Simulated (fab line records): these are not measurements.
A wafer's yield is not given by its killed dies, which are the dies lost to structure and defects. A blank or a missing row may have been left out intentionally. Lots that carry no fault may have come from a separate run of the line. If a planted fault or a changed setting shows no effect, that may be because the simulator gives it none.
fab line records -- flow sky130
[record] lots = 24, wafers = 72, last_day = 50
route steps=708 shown FIELD_ISO@14 VIA2@509 VIA3@586 VIA4@651
lots untouched by any fault: they come from a run of this same line in which no faults occurred
start_h: start of the lot's first displayed wafer, in hours after the record's first day -- wait_h: hours elapsed since this lot's preceding step -- " as in the row above -- L1.1+2: a row that stands for several wafers -- - no value, or no start given -- * or withheld: withheld -- < > ~ a bound
route shown NAME@n: names a module that has steps shown in the file, with the first one's number in the route -- usual: mean/standard deviation taken from wafers without a fault -- same: alike in all rows -- chamber/n: place in a boat -- sites: readings site by site -- _std_site: standard deviation of those values -- _edge_site: inner sites' mean taken away from outer sites' mean -- radius_mm: for every site, how far away it sits from the centre of the wafer -- mask NAME#n: copy n -- behind: the tool/chamber that last shaped the wafer -- hold: reason for holding the lot/hours on hold/outcome of the hold -- device: the transistor (n, p or np) that didn't switch -- end of line: the same wafers' tests at the end of the route -- a step with no rows: only its recipe -- killed: not the wafer's yield, but the dies lost to structure and defects at the first sort -- map: per-die view of a wafer (x killed, . not killed, _ where there is no die)
set.NAME: the run value of the setting; set.NAME@STEP: its run value at that earlier step -- model.NAME: the simulator's own value behind a step, which no gauge read
steps of the route over a sample of lots; a table a step, a row a wafer
services: when a tool's chamber went out of use (start_h, in hours from the record's first day, below 0 if earlier), for how many hours, and the reason
[[steps]]
[step SKY_FIELD_ISO_CD_MEAS_13]
[recipe] target_cd_nm = 150
[usual] cd_nm = 150.5/1.4
lot.wafer,tool,chamber,start_h,wait_h,cd_nm
L074.1,cd_sem-02,-,28.29,-,151.1
L074.2,cd_sem-02,-,28.29,-,149.7
L074.5,cd_sem-02,-,28.29,-,151.5
L075.1,cd_sem-01,-,35.79,-,151.2
L075.2,cd_sem-01,-,35.79,-,151.2
L075.3,cd_sem-01,-,35.79,-,151.4
L076.1,cd_sem-01,-,42.26,-,148.6
L076.2,cd_sem-01,-,42.26,-,150.4
L076.4,cd_sem-01,-,42.26,-,150.2
L077.3,cd_sem-01,-,47.18,-,149.5
L077.5,cd_sem-01,-,47.18,-,150.7
L077.6,cd_sem-01,-,47.18,-,150.5
L078.1,cd_sem-01,-,55.17,-,150.9
L078.3,cd_sem-01,-,55.17,-,149.7
L078.4,cd_sem-01,-,55.17,-,150.2
L079.2,cd_sem-01,-,55.54,-,150.7
L079.4,cd_sem-01,-,55.54,-,150.0
L079.5,cd_sem-01,-,55.54,-,151.1
L080.2,cd_sem-02,-,61.58,-,154.4
L080.4,cd_sem-02,-,61.58,-,154.4
L080.5,cd_sem-02,-,61.58,-,154.6
L081.1,cd_sem-02,-,65.47,-,152.0
L081.3,cd_sem-02,-,65.47,-,151.1
L081.6,cd_sem-02,-,65.47,-,149.8
L082.1,cd_sem-02,-,70.17,-,151.0
L082.4,cd_sem-02,-,70.17,-,151.5
L082.5,cd_sem-02,-,70.17,-,149.8
L083.3,cd_sem-02,-,76.23,-,149.6
L083.4,cd_sem-02,-,76.23,-,152.0
L083.6,cd_sem-02,-,76.23,-,150.1
L084.3,cd_sem-01,-,84.30,-,150.7
L084.4,cd_sem-01,-,84.30,-,151.1
L084.6,cd_sem-01,-,84.30,-,150.8
L085.1,cd_sem-02,-,89.99,-,149.0
L085.5,cd_sem-02,-,89.99,-,150.1
L085.6,cd_sem-02,-,89.99,-,149.3
L086.1,cd_sem-02,-,90.34,-,149.7
L086.2,cd_sem-02,-,90.34,-,150.6
L086.6,cd_sem-02,-,90.34,-,150.7
L087.1,cd_sem-02,-,98.76,-,149.3
L087.2,cd_sem-02,-,98.76,-,149.8
L087.6,cd_sem-02,-,98.76,-,150.6
L088.1,cd_sem-01,-,103.22,-,148.6
L088.2,cd_sem-01,-,103.22,-,148.4
L088.5,cd_sem-01,-,103.22,-,148.1
L089.1,cd_sem-01,-,104.17,-,151.2
L089.4,cd_sem-01,-,104.17,-,151.2
L089.5,cd_sem-01,-,104.17,-,153.1
L090.1,cd_sem-01,-,113.37,-,150.3
L090.2,cd_sem-01,-,113.37,-,151.7
L090.3,cd_sem-01,-,113.37,-,151.2
L091.1,cd_sem-01,-,118.71,-,150.6
L091.2,cd_sem-01,-,118.71,-,151.1
L091.4,cd_sem-01,-,118.71,-,150.6
L092.1,cd_sem-02,-,122.24,-,150.4
L092.2,cd_sem-02,-,122.24,-,149.3
L092.5,cd_sem-02,-,122.24,-,151.2
L093.2,cd_sem-02,-,127.31,-,151.3
L093.3,cd_sem-02,-,127.31,-,150.9
L093.6,cd_sem-02,-,127.31,-,148.9
L094.3,cd_sem-01,-,133.81,-,150.3
L094.5,cd_sem-01,-,133.81,-,148.9
L094.6,cd_sem-01,-,133.81,-,148.1
L095.2,cd_sem-02,-,138.58,-,149.5
L095.3,cd_sem-02,-,138.58,-,148.6
L095.6,cd_sem-02,-,138.58,-,148.9
L096.1,cd_sem-02,-,143.32,-,152.0
L096.3,cd_sem-02,-,143.32,-,153.5
L096.5,cd_sem-02,-,143.32,-,150.5
L097.2,cd_sem-02,-,149.19,-,150.0
L097.3,cd_sem-02,-,149.19,-,148.7
L097.5,cd_sem-02,-,149.19,-,149.0
[step SKY_VIA2_CMP_02]
[recipe] material = SiO2, down_force_psi = 4, platen_rpm = 60, pad_velocity_m_s = 0.94248
[usual] motor_current_A = 12.1/1.1
lot.wafer,tool,chamber,start_h,wait_h,motor_current_A
L074.1,cmp-01,3,813.95,0.1,10.8
L074.2,cmp-01,0,813.95,0.1,12.9
L074.5,cmp-01,3,813.95,0.1,10.9
L075.1,cmp-01,0,834.27,0.1,12.9
L075.2,cmp-01,1,834.27,0.1,10.7
L075.3,cmp-01,3,834.27,0.1,11.0
L076.4,cmp-02,0,839.00,0.1,12.0
L076.2,cmp-02,1,839.00,0.1,13.5
L076.1,cmp-02,2,839.00,0.1,13.1
L077.3,cmp-02,1,842.57,0.1,13.5
L077.6,cmp-02,0,842.57,0.1,12.5
L077.5,cmp-02,1,842.57,0.1,13.2
L079.4,cmp-01,0,853.92,0.0,13.4
L079.2,cmp-01,3,853.92,0.0,10.8
L079.5,cmp-01,0,853.92,0.0,12.6
L078.3,cmp-02,2,867.46,0.0,13.7
L078.1,cmp-02,0,867.46,0.0,12.1
L078.4,cmp-02,1,867.46,0.0,13.4
L080.2,cmp-01,3,880.33,0.0,10.5
L080.4,cmp-01,1,880.33,0.0,11.4
L080.5,cmp-01,0,880.33,0.0,13.8
L081.3,cmp-02,2,883.19,0.1,13.4
L081.1,cmp-02,3,883.19,0.1,12.7
L081.6,cmp-02,1,883.19,0.1,12.7
L082.4,cmp-02,1,896.93,0.2,12.7
L082.1,cmp-02,0,896.93,0.2,11.4
L082.5,cmp-02,2,896.93,0.2,13.4
L083.3,cmp-02,1,902.15,0.0,13.2
L083.4,cmp-02,3,902.15,0.0,12.0
L083.6,cmp-02,1,902.15,0.0,13.1
L084.3,cmp-01,2,915.02,0.1,10.6
L084.4,cmp-01,0,915.02,0.1,13.1
L084.6,cmp-01,1,915.02,0.1,10.7
L085.1,cmp-01,1,916.65,0.1,10.9
L085.6,cmp-01,1,916.65,0.1,10.7
L085.5,cmp-01,2,916.65,0.1,11.6
L086.1,cmp-01,3,919.21,0.1,10.6
L086.2,cmp-01,1,919.21,0.1,10.7
L086.6,cmp-01,0,919.21,0.1,13.6
L087.1,cmp-01,1,925.44,0.1,10.7
L087.2,cmp-01,3,925.44,0.1,10.5
L087.6,cmp-01,1,925.44,0.1,10.6
L089.4,cmp-02,1,928.47,0.0,14.1
L089.1,cmp-02,0,928.47,0.0,12.3
L089.5,cmp-02,1,928.47,0.0,13.7
L088.2,cmp-01,1,932.68,0.1,10.5
L088.1,cmp-01,3,932.68,0.1,10.7
L088.5,cmp-01,0,932.68,0.1,13.9
L090.3,cmp-01,3,943.20,0.1,11.1
L090.1,cmp-01,0,943.20,0.1,13.9
L090.2,cmp-01,1,943.20,0.1,10.7
L091.4,cmp-02,3,949.33,0.0,11.9
L091.2,cmp-02,0,949.33,0.0,11.8
L091.1,cmp-02,2,949.33,0.0,13.7
L092.1,cmp-02,3,953.04,0.1,12.0
L092.2,cmp-02,0,953.04,0.1,12.0
L092.5,cmp-02,2,953.04,0.1,13.7
L093.3,cmp-02,3,956.45,0.0,12.2
L093.2,cmp-02,1,956.45,0.0,13.5
L093.6,cmp-02,0,956.45,0.0,12.0
L094.3,cmp-01,1,961.04,0.1,10.4
L094.5,cmp-01,3,961.04,0.1,10.5
L094.6,cmp-01,0,961.04,0.1,12.5
L095.3,cmp-01,2,967.99,0.1,11.6
L095.2,cmp-01,3,967.99,0.1,11.2
L095.6,cmp-01,2,967.99,0.1,10.8
L096.3,cmp-02,2,974.82,0.2,12.9
L096.1,cmp-02,0,974.82,0.2,11.7
L096.5,cmp-02,3,974.82,0.2,12.2
L097.3,cmp-01,1,994.53,0.1,11.3
L097.2,cmp-01,3,994.53,0.1,10.4
L097.5,cmp-01,0,994.53,0.1,14.1
[step SKY_VIA2_CVD_21]
[recipe] material = W, target_thk_nm = 420, time_s = 126.4, temp_c = 400, pressure_torr = 40
[usual] heater_power_outer_w = 524/34, heater_power_w = 843/59
[same] time_s = 126.4
lot.wafer,tool,chamber,start_h,wait_h,heater_power_outer_w,heater_power_w
L074.1,cvd_w-02,1,841.11,0.0,511,830
L074.2,cvd_w-02,0,841.11,0.0,515,795
L074.5,cvd_w-02,0,841.11,0.0,522,797
L075.1,cvd_w-01,0,861.17,0.0,504,886
L075.2,cvd_w-01,1,861.17,0.0,629,1054
L075.3,cvd_w-01,1,861.17,0.0,614,1023
L076.1,cvd_w-02,0,865.98,0.0,505,790
L076.2,cvd_w-02,1,865.98,0.0,514,813
L076.4,cvd_w-02,0,865.98,0.0,527,803
L077.3,cvd_w-01,1,869.41,0.1,635,1007
L077.5,cvd_w-01,1,869.41,0.1,612,980
L077.6,cvd_w-01,0,869.41,0.1,515,907
L079.2,cvd_w-02,1,881.15,0.0,505,813
L079.4,cvd_w-02,0,881.15,0.0,514,817
L079.5,cvd_w-02,1,881.15,0.0,532,813
L078.1,cvd_w-01,0,894.21,0.0,513,881
L078.3,cvd_w-01,1,894.21,0.0,623,1046
L078.4,cvd_w-01,0,894.21,0.0,513,910
L080.2,cvd_w-02,1,906.57,0.0,510,802
L080.4,cvd_w-02,1,906.57,0.0,523,832
L080.5,cvd_w-02,1,906.57,0.0,519,850
L081.1,cvd_w-02,0,909.58,0.0,512,806
L081.3,cvd_w-02,1,909.58,0.0,536,849
L081.6,cvd_w-02,1,909.58,0.0,512,812
L082.1,cvd_w-02,1,922.93,0.0,512,827
L082.4,cvd_w-02,0,922.93,0.0,501,810
L082.5,cvd_w-02,1,922.93,0.0,513,827
L083.3,cvd_w-01,0,928.20,0.1,459,790
L083.4,cvd_w-01,1,928.20,0.1,548,925
L083.6,cvd_w-01,0,928.20,0.1,486,783
L084.3,cvd_w-02,0,940.72,0.1,531,799
L084.4,cvd_w-02,1,940.72,0.1,519,806
L084.6,cvd_w-02,1,940.72,0.1,514,808
L085.1,cvd_w-02,0,942.04,0.0,517,802
L085.5,cvd_w-02,0,942.04,0.0,512,791
L085.6,cvd_w-02,1,942.04,0.0,499,828
L086.1,cvd_w-02,1,945.06,0.0,523,847
L086.2,cvd_w-02,0,945.06,0.0,510,811
L086.6,cvd_w-02,1,945.06,0.0,507,820
L087.1,cvd_w-01,1,951.06,0.0,542,912
L087.2,cvd_w-01,0,951.06,0.0,482,826
L087.6,cvd_w-01,1,951.06,0.0,560,901
L089.1,cvd_w-02,0,953.79,0.0,522,830
L089.4,cvd_w-02,0,953.79,0.0,525,782
L089.5,cvd_w-02,1,953.79,0.0,510,834
L088.1,cvd_w-02,0,958.23,0.0,518,823
L088.2,cvd_w-02,1,958.23,0.0,511,840
L088.5,cvd_w-02,1,958.23,0.0,520,825
L090.1,cvd_w-01,1,968.33,0.0,561,889
L090.2,cvd_w-01,0,968.33,0.0,460,793
L090.3,cvd_w-01,0,968.33,0.0,478,818
L091.1,cvd_w-01,1,974.13,0.0,566,901
L091.2,cvd_w-01,0,974.13,0.0,477,834
L091.4,cvd_w-01,0,974.13,0.0,465,804
L092.1,cvd_w-01,1,977.97,0.0,566,922
L092.2,cvd_w-01,0,977.97,0.0,464,812
L092.5,cvd_w-01,0,977.97,0.0,471,836
L093.2,cvd_w-02,1,981.43,0.0,530,832
L093.3,cvd_w-02,1,981.43,0.0,528,809
L093.6,cvd_w-02,1,981.43,0.0,521,815
L094.3,cvd_w-02,1,984.92,0.1,504,822
L094.5,cvd_w-02,0,984.92,0.1,528,806
L094.6,cvd_w-02,1,984.92,0.1,511,817
L095.2,cvd_w-02,0,992.45,0.1,501,818
L095.3,cvd_w-02,0,992.45,0.1,539,809
L095.6,cvd_w-02,0,992.45,0.1,519,805
L096.1,cvd_w-02,1,999.21,0.0,522,844
L096.3,cvd_w-02,0,999.21,0.0,530,818
L096.5,cvd_w-02,1,999.21,0.0,507,814
L097.2,cvd_w-01,0,1018.48,0.0,472,813
L097.3,cvd_w-01,1,1018.48,0.0,547,887
L097.5,cvd_w-01,1,1018.48,0.0,579,889
[step SKY_VIA3_OVL_MEAS_13]
[usual] VIA3_OVL = -1/5.3
lot.wafer,tool,chamber,start_h,wait_h,VIA3_OVL[nm]
L074.1,overlay-02,-,921.33,0.1,4
L074.2,overlay-02,-,921.33,0.1,-5
L074.5,overlay-02,-,921.33,0.1,-2
L075.1,overlay-02,-,938.93,0.1,-12
L075.2,overlay-02,-,938.93,0.1,-4
L075.3,overlay-02,-,938.93,0.1,-6
L076.1,overlay-02,-,944.90,0.1,-1
L076.2,overlay-02,-,944.90,0.1,2
L076.4,overlay-02,-,944.90,0.1,-2
L077.3,overlay-02,-,947.55,0.1,3
L077.5,overlay-02,-,947.55,0.1,9
L077.6,overlay-02,-,947.55,0.1,1
L079.2,overlay-02,-,957.74,0.1,-5
L079.4,overlay-02,-,957.74,0.1,6
L079.5,overlay-02,-,957.74,0.1,-8
L078.1,overlay-01,-,969.71,0.1,-4
L078.3,overlay-01,-,969.71,0.1,-5
L078.4,overlay-01,-,969.71,0.1,-1
L080.2,overlay-02,-,981.54,0.1,-7
L080.4,overlay-02,-,981.54,0.1,-5
L080.5,overlay-02,-,981.54,0.1,1
L081.1,overlay-01,-,982.96,0.1,-4
L081.3,overlay-01,-,982.96,0.1,-4
L081.6,overlay-01,-,982.96,0.1,3
L082.1,overlay-01,-,996.73,0.1,-4
L082.4,overlay-01,-,996.73,0.1,1
L082.5,overlay-01,-,996.73,0.1,1
L083.3,overlay-02,-,1002.30,0.1,6
L083.4,overlay-02,-,1002.30,0.1,1
L083.6,overlay-02,-,1002.30,0.1,5
L084.3,overlay-01,-,1014.12,0.1,-4
L084.4,overlay-01,-,1014.12,0.1,1
L084.6,overlay-01,-,1014.12,0.1,3
L085.1,overlay-02,-,1016.19,0.1,-3
L085.5,overlay-02,-,1016.19,0.1,-1
L085.6,overlay-02,-,1016.19,0.1,-1
L086.1,overlay-01,-,1018.69,0.1,-7
L086.2,overlay-01,-,1018.69,0.1,-2
L086.6,overlay-01,-,1018.69,0.1,-2
L087.1,overlay-01,-,1023.96,0.1,-7
L087.2,overlay-01,-,1023.96,0.1,2
L087.6,overlay-01,-,1023.96,0.1,-3
L089.1,overlay-02,-,1026.19,0.1,-6
L089.4,overlay-02,-,1026.19,0.1,-7
L089.5,overlay-02,-,1026.19,0.1,-7
L088.1,overlay-02,-,1029.81,0.1,-2
L088.2,overlay-02,-,1029.81,0.1,-8
L088.5,overlay-02,-,1029.81,0.1,-8
L090.1,overlay-01,-,1041.61,0.1,0
L090.2,overlay-01,-,1041.61,0.1,2
L090.3,overlay-01,-,1041.61,0.1,6
L091.1,overlay-01,-,1046.61,0.1,-1
L091.2,overlay-01,-,1046.61,0.1,7
L091.4,overlay-01,-,1046.61,0.1,4
L092.1,overlay-02,-,1050.04,0.1,3
L092.2,overlay-02,-,1050.04,0.1,-4
L092.5,overlay-02,-,1050.04,0.1,0
L093.2,overlay-01,-,1052.64,0.1,8
L093.3,overlay-01,-,1052.64,0.1,5
L093.6,overlay-01,-,1052.64,0.1,3
L094.3,overlay-01,-,1056.80,0.1,-7
L094.5,overlay-01,-,1056.80,0.1,-11
L094.6,overlay-01,-,1056.80,0.1,-3
L095.2,overlay-02,-,1062.74,0.1,4
L095.3,overlay-02,-,1062.74,0.1,14
L095.6,overlay-02,-,1062.74,0.1,9
L096.1,overlay-02,-,1069.63,0.1,-7
L096.3,overlay-02,-,1069.63,0.1,-6
L096.5,overlay-02,-,1069.63,0.1,-9
L097.2,overlay-02,-,1087.44,0.1,1
L097.3,overlay-02,-,1087.44,0.1,7
L097.5,overlay-02,-,1087.44,0.1,9
[step SKY_VIA3_CVD_21]
[recipe] material = W, target_thk_nm = 390, time_s = 117.31, temp_c = 400, pressure_torr = 40
[usual] heater_power_outer_w = 521/32, heater_power_w = 843/44
[same] time_s = 117.31
lot.wafer,tool,chamber,start_h,wait_h,heater_power_outer_w,heater_power_w
L074.1,cvd_w-01,0,922.12,0.0,475,792
L074.2,cvd_w-01,1,922.12,0.0,566,915
L074.5,cvd_w-01,1,922.12,0.0,555,898
L075.1,cvd_w-01,1,939.73,0.0,559,880
L075.2,cvd_w-01,0,939.73,0.0,478,820
L075.3,cvd_w-01,1,939.73,0.0,560,921
L076.1,cvd_w-01,0,945.69,0.0,456,798
L076.2,cvd_w-01,1,945.69,0.0,550,911
L076.4,cvd_w-01,1,945.69,0.0,556,887
L077.3,cvd_w-02,1,948.40,0.1,514,825
L077.5,cvd_w-02,0,948.40,0.1,526,803
L077.6,cvd_w-02,1,948.40,0.1,508,832
L079.2,cvd_w-01,0,958.52,0.0,471,804
L079.4,cvd_w-01,0,958.52,0.0,472,793
L079.5,cvd_w-01,1,958.52,0.0,565,862
L078.1,cvd_w-02,0,970.50,0.0,528,788
L078.3,cvd_w-02,0,970.50,0.0,519,831
L078.4,cvd_w-02,1,970.50,0.0,505,820
L080.2,cvd_w-01,0,982.33,0.0,474,814
L080.4,cvd_w-01,0,982.33,0.0,484,826
L080.5,cvd_w-01,1,982.33,0.0,554,914
L081.1,cvd_w-01,0,983.75,0.0,458,819
L081.3,cvd_w-01,1,983.75,0.0,557,874
L081.6,cvd_w-01,0,983.75,0.0,463,812
L082.1,cvd_w-02,0,997.61,0.0,511,803
L082.4,cvd_w-02,0,997.61,0.0,528,809
L082.5,cvd_w-02,0,997.61,0.0,533,791
L083.3,cvd_w-01,0,1003.19,0.1,470,788
L083.4,cvd_w-01,1,1003.19,0.1,557,895
L083.6,cvd_w-01,0,1003.19,0.1,483,817
L084.3,cvd_w-02,0,1014.94,0.1,521,820
L084.4,cvd_w-02,1,1014.94,0.1,521,811
L084.6,cvd_w-02,0,1014.94,0.1,519,810
L085.1,cvd_w-02,0,1017.02,0.0,531,802
L085.5,cvd_w-02,0,1017.02,0.0,516,818
L085.6,cvd_w-02,1,1017.02,0.0,528,823
L086.1,cvd_w-01,1,1019.48,0.0,560,915
L086.2,cvd_w-01,0,1019.48,0.0,465,804
L086.6,cvd_w-01,0,1019.48,0.0,467,812
L087.1,cvd_w-02,0,1024.78,0.0,510,826
L087.2,cvd_w-02,1,1024.78,0.0,513,802
L087.6,cvd_w-02,1,1024.78,0.0,515,820
L089.1,cvd_w-02,1,1027.02,0.0,513,839
L089.4,cvd_w-02,1,1027.02,0.0,515,838
L089.5,cvd_w-02,0,1027.02,0.0,519,807
L088.1,cvd_w-02,0,1030.60,0.0,520,806
L088.2,cvd_w-02,1,1030.60,0.0,514,827
L088.5,cvd_w-02,1,1030.60,0.0,509,827
L090.1,cvd_w-02,0,1042.49,0.0,531,822
L090.2,cvd_w-02,1,1042.49,0.0,519,830
L090.3,cvd_w-02,1,1042.49,0.0,511,840
L091.1,cvd_w-01,1,1047.40,0.0,568,877
L091.2,cvd_w-01,0,1047.40,0.0,466,811
L091.4,cvd_w-01,0,1047.40,0.0,490,808
L092.1,cvd_w-02,1,1050.96,0.0,518,829
L092.2,cvd_w-02,0,1050.96,0.0,535,814
L092.5,cvd_w-02,1,1050.96,0.0,524,804
L093.2,cvd_w-01,1,1053.54,0.1,540,915
L093.3,cvd_w-01,1,1053.54,0.1,552,888
L093.6,cvd_w-01,1,1053.54,0.1,565,915
L094.3,cvd_w-01,1,1057.66,0.1,578,884
L094.5,cvd_w-01,1,1057.66,0.1,569,907
L094.6,cvd_w-01,1,1057.66,0.1,564,906
L095.2,cvd_w-02,0,1064.00,0.0,523,831
L095.3,cvd_w-02,0,1064.00,0.0,536,811
L095.6,cvd_w-02,0,1064.00,0.0,526,812
L096.1,cvd_w-01,1,1070.51,0.0,576,928
L096.3,cvd_w-01,1,1070.51,0.0,540,903
L096.5,cvd_w-01,0,1070.51,0.0,473,812
L097.2,cvd_w-01,0,1088.23,0.0,478,855
L097.3,cvd_w-01,0,1088.23,0.0,465,826
L097.5,cvd_w-01,0,1088.23,0.0,471,822
[step SKY_VIA4_ETCH_12]
[recipe] target = SiO2, chemistry = C4F8/O2/Ar, stop_on = TiN, mask_material = NOVOLAK, source_w = 1500, bias_w = 1200, pressure_mtorr = 40, c4f8_flow_sccm = withheld, O2_flow_sccm = 6, Ar_flow_sccm = 300, time_s = withheld, target_depth_a = 5800
[usual] oes_product_au = 0.926/0.0046
lot.wafer,tool,chamber,start_h,wait_h,oes_product_au
L074.1,rie_diel-04,1,997.17,0.0,0.922
L074.2,rie_diel-04,3,997.17,0.0,0.925
L074.5,rie_diel-04,1,997.17,0.0,0.921
L075.1,rie_diel-03,1,1011.95,0.0,0.924
L075.2,rie_diel-03,2,1011.95,0.0,0.923
L075.3,rie_diel-03,3,1011.95,0.0,0.933
L076.1,rie_diel-02,3,1018.92,0.0,0.922
L076.2,rie_diel-02,1,1018.92,0.0,0.916
L076.4,rie_diel-02,2,1018.92,0.0,0.926
L077.3,rie_diel-02,0,1020.87,0.0,0.928
L077.5,rie_diel-02,3,1020.87,0.0,0.923
L077.6,rie_diel-02,0,1020.87,0.0,0.926
L079.2,rie_diel-03,1,1030.02,0.0,0.927
L079.4,rie_diel-03,0,1030.02,0.0,0.918
L079.5,rie_diel-03,0,1030.02,0.0,0.916
L078.1,rie_diel-04,3,1043.50,0.0,0.925
L078.3,rie_diel-04,0,1043.50,0.0,0.924
L078.4,rie_diel-04,2,1043.50,0.0,0.931
L080.2,rie_diel-02,1,1053.24,0.0,0.931
L080.4,rie_diel-02,2,1053.24,0.0,0.925
L080.5,rie_diel-02,2,1053.24,0.0,0.936
L081.1,rie_diel-03,2,1054.80,0.0,0.926
L081.3,rie_diel-03,3,1054.80,0.0,0.927
L081.6,rie_diel-03,0,1054.80,0.0,0.931
L082.1,rie_diel-04,1,1067.09,0.0,0.921
L082.4,rie_diel-04,3,1067.09,0.0,0.923
L082.5,rie_diel-04,3,1067.09,0.0,0.921
L083.3,rie_diel-02,1,1072.52,0.0,0.922
L083.4,rie_diel-02,2,1072.52,0.0,0.931
L083.6,rie_diel-02,0,1072.52,0.0,0.931
L084.3,rie_diel-02,0,1081.82,0.0,0.932
L084.4,rie_diel-02,2,1081.82,0.0,0.918
L084.6,rie_diel-02,1,1081.82,0.0,0.924
L085.1,rie_diel-04,1,1085.20,0.0,0.919
L085.5,rie_diel-04,1,1085.20,0.0,0.920
L085.6,rie_diel-04,2,1085.20,0.0,0.930
L086.1,rie_diel-03,2,1088.29,0.0,0.921
L086.2,rie_diel-03,1,1088.29,0.0,0.917
L086.6,rie_diel-03,3,1088.29,0.0,0.924
L087.1,rie_diel-02,3,1093.94,0.0,0.926
L087.2,rie_diel-02,0,1093.94,0.0,0.921
L087.6,rie_diel-02,1,1093.94,0.0,0.924
L089.1,rie_diel-04,0,1094.12,0.0,0.929
L089.4,rie_diel-04,3,1094.12,0.0,0.922
L089.5,rie_diel-04,0,1094.12,0.0,0.925
L088.1,rie_diel-02,1,1097.24,0.0,0.931
L088.2,rie_diel-02,2,1097.24,0.0,0.923
L088.5,rie_diel-02,2,1097.24,0.0,0.924
L090.1,rie_diel-02,2,1108.49,0.0,0.938
L090.2,rie_diel-02,0,1108.49,0.0,0.929
L090.3,rie_diel-02,3,1108.49,0.0,0.925
L091.1,rie_diel-04,2,1113.32,0.0,0.919
L091.2,rie_diel-04,1,1113.32,0.0,0.919
L091.4,rie_diel-04,3,1113.32,0.0,0.929
L092.1,rie_diel-04,2,1115.34,0.0,0.931
L092.2,rie_diel-04,0,1115.34,0.0,0.929
L092.5,rie_diel-04,1,1115.34,0.0,0.927
L093.2,rie_diel-04,3,1118.87,0.0,0.924
L093.3,rie_diel-04,1,1118.87,0.0,0.923
L093.6,rie_diel-04,2,1118.87,0.0,0.927
L094.3,rie_diel-03,0,1119.82,0.0,0.925
L094.5,rie_diel-03,1,1119.82,0.0,0.926
L094.6,rie_diel-03,2,1119.82,0.0,0.927
L095.2,rie_diel-02,2,1127.89,0.0,0.931
L095.3,rie_diel-02,0,1127.89,0.0,0.921
L095.6,rie_diel-02,2,1127.89,0.0,0.920
L096.1,rie_diel-02,3,1133.49,0.0,0.929
L096.3,rie_diel-02,0,1133.49,0.0,0.932
L096.5,rie_diel-02,2,1133.49,0.0,0.932
L097.2,rie_diel-04,3,1149.50,0.0,0.925
L097.3,rie_diel-04,2,1149.50,0.0,0.917
L097.5,rie_diel-04,0,1149.50,0.0,0.923
[[services]]
tool,chamber,start_h,hours,kind
rie_diel-02,2,814.58,6.8,repair
cvd_w-01,-,814.64,1.0,repair
cmp-02,-,822.07,1.0,repair
rie_diel-02,2,867.48,40.0,repair
cvd_w-01,-,890.37,1.3,repair
cmp-01,-,892.20,5.7,pm
cmp-02,-,903.60,1.4,repair
cvd_w-01,-,904.12,14.0,pm
cmp-02,-,912.00,4.0,pm
cmp-02,-,932.93,0.9,repair
rie_diel-02,0,939.08,9.1,repair
cmp-01,-,939.52,1.2,repair
cmp-01,-,957.95,0.5,repair
cmp-02,-,970.11,0.4,repair
cmp-01,-,974.76,4.7,pm
cmp-01,-,982.68,4.8,repair
cvd_w-02,1,990.66,7.4,repair
cmp-02,-,1002.70,7.7,pm
cvd_w-01,-,1020.37,2.5,repair
cmp-01,-,1021.69,1.3,repair
cmp-01,-,1023.76,2.2,repair
cvd_w-01,0,1050.63,12.2,repair
cmp-01,-,1097.27,4.0,pm
cvd_w-02,-,1113.31,0.5,repair
[[key]]
fault none
